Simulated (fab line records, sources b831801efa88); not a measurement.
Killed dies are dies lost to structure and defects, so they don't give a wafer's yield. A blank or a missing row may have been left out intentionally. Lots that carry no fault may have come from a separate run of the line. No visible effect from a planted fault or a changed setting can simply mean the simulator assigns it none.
Chamber matching	flow gf180mcu	GF_CONTACT_CMP_27 on cmp-01: 4 sister chambers
The step polishes, stops on SiO2, t overpolish 15 s, target thk 0 nm. 4 wafers are shown with their chamber, then 7 later ones without.

## WAFERS PAIRED WITH THEIR CHAMBERS
wafer	chamber	motor_current_A (A)
L611.1	1	11.1
L615.4	3	9.5
L626.2	0	10.9
L626.4	2	10.3

## WAFERS WITH NO CHAMBER GIVEN
wafer	motor_current_A (A)
L626.5	10.7
L627.2	9.5
L627.3	11.3
L627.5	10.9
L628.1	10.5
L628.3	11.2
L628.6	11.5

## WHICH CHAMBER EACH WENT THROUGH
wafer	from the rows above	in truth
L626.5	can't be placed: 0 or 2 or 1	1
L627.2	3	3
L627.3	can't be placed: 1 or 0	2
L627.5	can't be placed: 0 or 1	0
L628.1	can't be placed: 2 or 0 or 1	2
L628.3	can't be placed: 1 or 0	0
L628.6	can't be placed: 1 or 0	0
Placed correctly: 1 of 7. Can't be placed from these rows: 6 (the true chamber is among the candidates in 5). Placed wrongly: 0.
How it was worked out, from the rows above alone: a wafer's distance from a chamber is the root of the sum, over the readings, of the square of ((its reading less the chamber's mean) divided by the reading's scatter). If the next closest chamber is less than 2 further off than the closest, the wafer can't be placed; otherwise it belongs to the closest. For every chamber, the mean is computed from those of its wafers that are shown. The scatter: with one shown wafer a chamber, the root of the mean of the squares of how far each hidden wafer lies from its nearest shown one.
